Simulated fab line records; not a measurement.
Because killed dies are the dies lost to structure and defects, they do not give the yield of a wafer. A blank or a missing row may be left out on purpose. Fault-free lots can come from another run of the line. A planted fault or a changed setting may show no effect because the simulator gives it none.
A struck lot beside a sound one / flow sky130 / 33 steps out of a route of 708
Sound: the wafers L650.1, L650.5, L650.6. Struck: wafer L659.6 (L659.2, L659.4, from the same lot, were not struck and are left out); the cause is given at the end.
Each step with rows lists, per side, the tool, then ch with its chambers, then its first start. Under that, the readings that differ: sound wafers / struck wafers / difference of the means / sigmas: that difference in standard deviations of wafers without a fault.
alike: same words and numbers on both sides, and readings whose means sit less than 2 such deviations apart. not compared: any withheld reading, any reading some wafer has no value for, any bound like >300 that may hide the same value, and any number with overlapping values for which the record gives no deviation.
A row with sigmas, a row that says differs or no value, or rows on one side alone: a step with any of these is where the two part. Numbers that don't overlap but have no deviation are shown without sigmas and don't part them. Lack of a reading on every wafer of one side parts them only where that side has two or more wafers.

first, 4 steps without rows for these wafers: SKY_LOCAL_INTERCONNECT_SOFTBAKE_07 (time 90 s); SKY_LOCAL_INTERCONNECT_EXPOSE_08 (exposes mask LI1M, target cd 170 nm); SKY_LOCAL_INTERCONNECT_PEB_09; SKY_LOCAL_INTERCONNECT_DEVELOP_10 (develop time 60 s).
SKY_LOCAL_INTERCONNECT_CD_MEAS_11: target cd 170 nm.
  struck on cd-sem-02, day 34 23:22; sound on cd-sem-01, day 31 11:11
  alike: cd-nm
SKY_LOCAL_INTERCONNECT_OVL_MEAS_12:
  struck on overlay-01, day 34 23:28; sound on overlay-01, day 31 11:19
  alike: LOCAL_INTERCONNECT_OVL
SKY_LOCAL_INTERCONNECT_ETCH_13: etches BARC in N2/H2, stops on SiO2, time 45.9 s, target depth 60 nm.
  sound on rie-metal-02 ch 0,1, day 31 11:21; struck on rie-metal-04 ch 1, day 34 23:30
  alike: drypump-motor-current-A, oes-product-au, rf-fwd-power-W, throttle-valve-pct
  not compared: rf-hours-counter-h
SKY_LOCAL_INTERCONNECT_METAL_ETCH_14: etches TiN in Cl2/BCl3, stops on PSG, target depth 110 nm, time 31.4 s.
  sound on rie-metal-02 ch 0,1, day 31 11:25; struck on rie-metal-04 ch 1, day 34 23:34
  alike: drypump-motor-current-A, oes-product-au, rf-fwd-power-W, throttle-valve-pct
  not compared: rf-hours-counter-h
then, 4 steps without rows for these wafers: SKY_LOCAL_INTERCONNECT_STRIP_15 (strips in O2/N2); SKY_LOCAL_INTERCONNECT_STRIP_16 (strips in post etch residue remover, time 1200 s); SKY_LOCAL_INTERCONNECT_CLEAN_17 (cleans in IPA, time 180 s); SKY_LOCAL_INTERCONNECT_CLEAN_18 (cleans in O3/DIW).
SKY_CONTACT_CVD_00: deposits Si3N4, target thk 75 nm.
  sound on pecvd-02 ch 0,2, day 31 12:05; struck on pecvd-02 ch 1, day 35 00:14
reading=rf-fwd-power-W (W); sound=443.0 444.4 442.3; struck=447.5; difference=+4.3; sigmas=+2
reading=model.Si3N4_of_CONTACT_CVD_00.thk-nm (nm); sound=75.29 76.95 75.31; struck=98.67; difference=+22.82; sigmas=
  alike: heater-power-w
SKY_CONTACT_THK_MEAS_01:
  struck on film-metro-01, day 35 00:17; sound on film-metro-03, day 31 12:08
reading=CONTACT_CVD_00_THK (nm); sound=75.3 76.9 75.4; struck=98.6; difference=+22.7; sigmas=+23
then, 1 step without rows for these wafers: SKY_CONTACT_HDPCVD_02 (deposits SiO2, target thk 565 nm, time 94.2 s).
SKY_CONTACT_THK_MEAS_03:
  struck on film-metro-02, day 35 00:25; sound on film-metro-01, day 31 12:16
  alike: CONTACT_HDPCVD_THK
SKY_CONTACT_CMP_04: polishes SiO2.
  sound on cmp-02 ch 0,1,2, day 31 12:25; struck on cmp-01 ch 0, day 35 00:31
  alike: motor-current-A
SKY_CONTACT_BOW_MEAS_05:
  struck on film-metro-03, day 35 00:47; sound on film-metro-03, day 31 12:37
  alike: CONTACT_BOW
then, 8 steps without rows for these wafers: SKY_CONTACT_DEHYDRATE_06 (time 60 s); SKY_CONTACT_HMDS_07 (prime time 60 s); SKY_CONTACT_COAT_08 (resist thk 60 nm); SKY_CONTACT_COAT_09 (resist thk 450 nm); SKY_CONTACT_SOFTBAKE_10 (time 90 s); SKY_CONTACT_EXPOSE_11 (exposes mask CTM1, target cd 170 nm); SKY_CONTACT_PEB_12; SKY_CONTACT_DEVELOP_13 (develop time 60 s).
SKY_CONTACT_CD_MEAS_14: target cd 170 nm.
  struck on cd-sem-02, day 36 05:37; sound on cd-sem-01, day 32 17:17
  alike: cd-nm
SKY_CONTACT_OVL_MEAS_15:
  struck on overlay-02, day 36 05:44; sound on overlay-01, day 32 17:25
  alike: CONTACT_OVL
SKY_CONTACT_ETCH_16: etches BARC in N2/H2, stops on SiO2, time 45.9 s, target depth 60 nm.
  sound on rie-diel-02 ch 1,2,3, day 32 17:27; struck on rie-diel-03 ch 3, day 36 05:46
  alike: drypump-motor-current-A, oes-product-au, rf-fwd-power-W, throttle-valve-pct
  not compared: rf-hours-counter-h
then, 1 step without rows for these wafers: SKY_CONTACT_ETCH_17 (etches SiO2 in C4F8/O2/Ar, stops on Si3N4, target depth 340 nm).
SKY_CONTACT_ETCH_18: etches Si3N4 in CHF3/O2, stops on TiN, time 39 s, target depth 75 nm.
  sound on rie-diel-02 ch 1,2,3; struck on rie-diel-03 ch 3
reading=oes-product-au (a.u.); sound=0.864 0.867 0.859; struck=0.999; difference=+0.136; sigmas=+17
reading=throttle-valve-pct (%); sound=8.792 8.800 8.783; struck=8.834; difference=+0.042; sigmas=+4
reading=model.etch.depth-nm (nm); sound=75.29 76.95 75.31; struck=97.04; difference=+21.19; sigmas=
  alike: O2_flow_sccm, drypump-motor-current-A, rf-fwd-power-W
  not compared: rf-hours-counter-h
SKY_CONTACT_STRIP_19: strips in O2/N2.
  sound on plasma-asher-02 ch 0,1, day 32 17:35; struck on plasma-asher-04 ch 1, day 36 05:53
  alike: drypump-motor-current-A, oes-product-au, strip-time-to-endpoint-s
  not compared: rf-hours-counter-h
-- the record jumps here: 14 days lie between the struck wafers' starts before and after (it left off in module CONTACT and takes up again in module PAD_OPEN, whose first step shown is number 708 of the route) --
SKY_PAD_OPEN_PROBE_99:
  struck on prober-02, day 50 02:26; sound on prober-01, day 47 13:52
reading=killed-at-contacts; sound=12 17 16; struck=364; difference=+349; sigmas=+66
reading=killed-dies; sound=95 84 74; struck=428; difference=+344; sigmas=+36
reading=killed-on-rim; sound=23 13 8; struck=94; difference=+79; sigmas=+21
  alike: killed_at_M0_to_M3, killed_at_M4_up, killed-at-front-end, killed-at-other, killed-open, killed-short

== WHERE THEY PART ==
First at SKY_CONTACT_CVD_00; last, within this record, at SKY_PAD_OPEN_PROBE_99.

WHY: whatever the simulator had introduced
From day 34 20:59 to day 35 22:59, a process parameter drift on pecvd-02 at SKY_CONTACT_CVD_00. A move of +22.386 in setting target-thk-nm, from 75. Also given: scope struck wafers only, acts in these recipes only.
